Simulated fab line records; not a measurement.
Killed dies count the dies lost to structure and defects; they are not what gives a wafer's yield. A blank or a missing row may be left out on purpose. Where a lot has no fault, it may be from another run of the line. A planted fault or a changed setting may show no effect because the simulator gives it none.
Which tool is to blame? || flow gf180mcu || 36 wafers from 12 lots sampled at 5 of the route's 602 steps

## WHAT EACH GAUGE READ, for each wafer
GF_M3_THK_MEAS_06: measures by xrf.
{"lot": "L127", "measured": "day 20 18:07", "on": "filmMetro-01", "M3_ALCU_THK (nm)": "445 441 439"}
{"lot": "L136", "measured": "day 24 11:37", "on": "filmMetro-01", "M3_ALCU_THK (nm)": "447 446 447"}
{"lot": "L137", "measured": "day 24 19:50", "on": "filmMetro-04", "M3_ALCU_THK (nm)": "447 448 450"}
{"lot": "L138", "measured": "day 25 01:18", "on": "filmMetro-04", "M3_ALCU_THK (nm)": "456 455 454"}
{"lot": "L139", "measured": "day 25 05:40", "on": "filmMetro-01", "M3_ALCU_THK (nm)": "447 447 451"}
{"lot": "L141", "measured": "day 25 18:18", "on": "filmMetro-04", "M3_ALCU_THK (nm)": "451 449 451"}
{"lot": "L142", "measured": "day 26 02:16", "on": "filmMetro-01", "M3_ALCU_THK (nm)": "445 445 445"}
{"lot": "L143", "measured": "day 26 08:28", "on": "filmMetro-02", "M3_ALCU_THK (nm)": "442 443 455"}
{"lot": "L144", "measured": "day 26 12:45", "on": "filmMetro-04", "M3_ALCU_THK (nm)": "452 452 455"}
{"lot": "L145", "measured": "day 26 14:25", "on": "filmMetro-02", "M3_ALCU_THK (nm)": "444 445 444"}
{"lot": "L147", "measured": "day 27 11:23", "on": "filmMetro-01", "M3_ALCU_THK (nm)": "448 445 443"}
{"lot": "L149", "measured": "day 27 21:14", "on": "filmMetro-04", "M3_ALCU_THK (nm)": "451 453 455"}

GF_V3_THK_MEAS_01.
{"lot": "L127", "measured": "day 21 19:00", "on": "filmMetro-03", "V3_CVD_00_THK (nm)": "604 596 598"}
{"lot": "L136", "measured": "day 25 09:42", "on": "filmMetro-02", "V3_CVD_00_THK (nm)": "606 597 606"}
{"lot": "L137", "measured": "day 25 17:35", "on": "filmMetro-02", "V3_CVD_00_THK (nm)": "600 609 604"}
{"lot": "L138", "measured": "day 25 23:26", "on": "filmMetro-02", "V3_CVD_00_THK (nm)": "602 610 602"}
{"lot": "L139", "measured": "day 26 03:27", "on": "filmMetro-02", "V3_CVD_00_THK (nm)": "600 599 595"}
{"lot": "L141", "measured": "day 26 15:45", "on": "filmMetro-03", "V3_CVD_00_THK (nm)": "611 597 602"}
{"lot": "L142", "measured": "day 26 22:32", "on": "filmMetro-02", "V3_CVD_00_THK (nm)": "608 608 600"}
{"lot": "L143", "measured": "day 27 05:54", "on": "filmMetro-01", "V3_CVD_00_THK (nm)": "608 605 602"}
{"lot": "L144", "measured": "day 27 10:16", "on": "filmMetro-03", "V3_CVD_00_THK (nm)": "606 590 610"}
{"lot": "L145", "measured": "day 27 11:58", "on": "filmMetro-03", "V3_CVD_00_THK (nm)": "610 601 612"}
{"lot": "L147", "measured": "day 28 07:10", "on": "filmMetro-03", "V3_CVD_00_THK (nm)": "608 600 594"}
{"lot": "L149", "measured": "day 28 17:59", "on": "filmMetro-01", "V3_CVD_00_THK (nm)": "592 588 603"}

GF_V3_THK_MEAS_03.
{"lot": "L127", "measured": "day 21 19:08", "on": "filmMetro-01", "V3_CVD_02_THK (nm)": "856 857 849"}
{"lot": "L136", "measured": "day 25 09:50", "on": "filmMetro-03", "V3_CVD_02_THK (nm)": "851 847 854"}
{"lot": "L137", "measured": "day 25 17:43", "on": "filmMetro-03", "V3_CVD_02_THK (nm)": "853 850 343"}
{"lot": "L138", "measured": "day 25 23:34", "on": "filmMetro-03", "V3_CVD_02_THK (nm)": "315 848 331"}
{"lot": "L139", "measured": "day 26 03:35", "on": "filmMetro-01", "V3_CVD_02_THK (nm)": "838 857 327"}
{"lot": "L141", "measured": "day 26 15:53", "on": "filmMetro-01", "V3_CVD_02_THK (nm)": "848 857 851"}
{"lot": "L142", "measured": "day 26 22:40", "on": "filmMetro-01", "V3_CVD_02_THK (nm)": "839 831 847"}
{"lot": "L143", "measured": "day 27 06:02", "on": "filmMetro-02", "V3_CVD_02_THK (nm)": "855 859 865"}
{"lot": "L144", "measured": "day 27 10:24", "on": "filmMetro-01", "V3_CVD_02_THK (nm)": "841 854 853"}
{"lot": "L145", "measured": "day 27 12:05", "on": "filmMetro-03", "V3_CVD_02_THK (nm)": "853 859 883"}
{"lot": "L147", "measured": "day 28 07:17", "on": "filmMetro-02", "V3_CVD_02_THK (nm)": "832 843 846"}
{"lot": "L149", "measured": "day 28 18:07", "on": "filmMetro-03", "V3_CVD_02_THK (nm)": "846 842 864"}

## TOOL THAT RAN EACH LOT (tool first, then ch and the chambers of the sampled wafers, then the start)
{"lot": "L127", "GF_M3_SPUTTER_02": "pvdSputter-02, day 20 17:53", "GF_V3_CVD_02": "pecvd-03 ch 0,1,2, day 21 19:04"}
{"lot": "L136", "GF_M3_SPUTTER_02": "pvdSputter-04, day 24 11:25", "GF_V3_CVD_02": "pecvd-02 ch 0,1,2, day 25 09:46"}
{"lot": "L137", "GF_M3_SPUTTER_02": "pvdSputter-03, day 24 19:38", "GF_V3_CVD_02": "pecvd-02 ch 0,1,2, day 25 17:39"}
{"lot": "L138", "GF_M3_SPUTTER_02": "pvdSputter-02, day 25 01:04", "GF_V3_CVD_02": "pecvd-02 ch 0,2, day 25 23:29"}
{"lot": "L139", "GF_M3_SPUTTER_02": "pvdSputter-04, day 25 05:26", "GF_V3_CVD_02": "pecvd-02 ch 0,2, day 26 03:29"}
{"lot": "L141", "GF_M3_SPUTTER_02": "pvdSputter-02, day 25 18:04", "GF_V3_CVD_02": "pecvd-01 ch 1,2, day 26 15:49"}
{"lot": "L142", "GF_M3_SPUTTER_02": "pvdSputter-04, day 26 02:04", "GF_V3_CVD_02": "pecvd-01 ch 0,2, day 26 22:35"}
{"lot": "L143", "GF_M3_SPUTTER_02": "pvdSputter-04, day 26 08:14", "GF_V3_CVD_02": "pecvd-03 ch 0,1,2, day 27 05:56"}
{"lot": "L144", "GF_M3_SPUTTER_02": "pvdSputter-03, day 26 12:32", "GF_V3_CVD_02": "pecvd-01 ch 1,2, day 27 10:19"}
{"lot": "L145", "GF_M3_SPUTTER_02": "pvdSputter-02, day 26 14:13", "GF_V3_CVD_02": "pecvd-03 ch 0,1,2, day 27 12:01"}
{"lot": "L147", "GF_M3_SPUTTER_02": "pvdSputter-02, day 27 11:11", "GF_V3_CVD_02": "pecvd-01 ch 0,2, day 28 07:13"}
{"lot": "L149", "GF_M3_SPUTTER_02": "pvdSputter-02, day 27 21:01", "GF_V3_CVD_02": "pecvd-02 ch 0,1,2, day 28 18:02"}
- GF_M3_SPUTTER_02: material AlCu, target thk 450 nm, time 23.9 s.
- GF_V3_CVD_02: deposits SiO2 from TEOS, target thk 850 nm, time 94.851 s.

## WHAT THE TOOLS THEMSELVES READ (means of the sampled wafers that have a number; where no wafer has one, the mark that the record gives instead)
GF_M3_SPUTTER_02.
{"lot": "L127", "tool": "pvdSputter-02", "throttleValvePct (%)": 29.7}
{"lot": "L136", "tool": "pvdSputter-04", "throttleValvePct (%)": 29.6}
{"lot": "L137", "tool": "pvdSputter-03", "throttleValvePct (%)": 29.4}
{"lot": "L138", "tool": "pvdSputter-02", "throttleValvePct (%)": 29.3}
{"lot": "L139", "tool": "pvdSputter-04", "throttleValvePct (%)": 30.0}
{"lot": "L141", "tool": "pvdSputter-02", "throttleValvePct (%)": 29.8}
{"lot": "L142", "tool": "pvdSputter-04", "throttleValvePct (%)": 28.8}
{"lot": "L143", "tool": "pvdSputter-04", "throttleValvePct (%)": 29.3}
{"lot": "L144", "tool": "pvdSputter-03", "throttleValvePct (%)": 31.2}
{"lot": "L145", "tool": "pvdSputter-02", "throttleValvePct (%)": 29.5}
{"lot": "L147", "tool": "pvdSputter-02", "throttleValvePct (%)": 29.4}
{"lot": "L149", "tool": "pvdSputter-02", "throttleValvePct (%)": 28.9}

GF_V3_CVD_02.
{"lot": "L127", "tool": "pecvd-03", "heaterPowerW (W)": 634, "runLengthS (s)": 122.9}
{"lot": "L136", "tool": "pecvd-02", "heaterPowerW (W)": 651, "runLengthS (s)": 122.1}
{"lot": "L137", "tool": "pecvd-02", "heaterPowerW (W)": 613, "runLengthS (s)": 102.8}
{"lot": "L138", "tool": "pecvd-02", "heaterPowerW (W)": 608, "runLengthS (s)": 83.5}
{"lot": "L139", "tool": "pecvd-02", "heaterPowerW (W)": 541, "runLengthS (s)": 103.0}
{"lot": "L141", "tool": "pecvd-01", "heaterPowerW (W)": 724, "runLengthS (s)": 122.9}
{"lot": "L142", "tool": "pecvd-01", "heaterPowerW (W)": 754, "runLengthS (s)": 122.5}
{"lot": "L143", "tool": "pecvd-03", "heaterPowerW (W)": 663, "runLengthS (s)": 122.5}
{"lot": "L144", "tool": "pecvd-01", "heaterPowerW (W)": 731, "runLengthS (s)": 122.9}
{"lot": "L145", "tool": "pecvd-03", "heaterPowerW (W)": 633, "runLengthS (s)": 122.5}
{"lot": "L147", "tool": "pecvd-01", "heaterPowerW (W)": 721, "runLengthS (s)": 122.8}
{"lot": "L149", "tool": "pecvd-02", "heaterPowerW (W)": 648, "runLengthS (s)": 122.1}

## THE ANSWER, worked out from the rows above alone
Rule: the lots themselves supply what counts as usual. The widest of any qualifying gaps counts: lots, ordered by their means at a reading, are off when they make up no more than a third of the lots, leave a main group of 4 or more, and stand apart from it by 3 or more times the standard deviation of that group's means. A main group whose means are all the same, to the digits that the tables above print for the reading, isn't used. A lot without any number at a reading at which 4 lots or more have one is off too. Any other lot the step has rows for is counted as sound. First the gauges in route order, then the tools' own readings, where a lot's mean is used as printed above. At the first step where some lot is off, the reading lying furthest off is the one used; lots without a number count as furthest.
Off: L137, L138, L139, at GF_V3_THK_MEAS_03 (V3_CVD_02_THK). For the main group the mean is 851 nm and the standard deviation 7.8.
A tool fits if, at a process step before that reading, it ran every lot that is off, and no sound lot after the first of them. Not tried: the gauges at GF_V3_THK_MEAS_03; whatever is off there is also off at GF_V3_CVD_02, on other tools, and gauge error can't account for it. Not one of the candidates tried fits.

## WHAT THE SIMULATOR PUT IN
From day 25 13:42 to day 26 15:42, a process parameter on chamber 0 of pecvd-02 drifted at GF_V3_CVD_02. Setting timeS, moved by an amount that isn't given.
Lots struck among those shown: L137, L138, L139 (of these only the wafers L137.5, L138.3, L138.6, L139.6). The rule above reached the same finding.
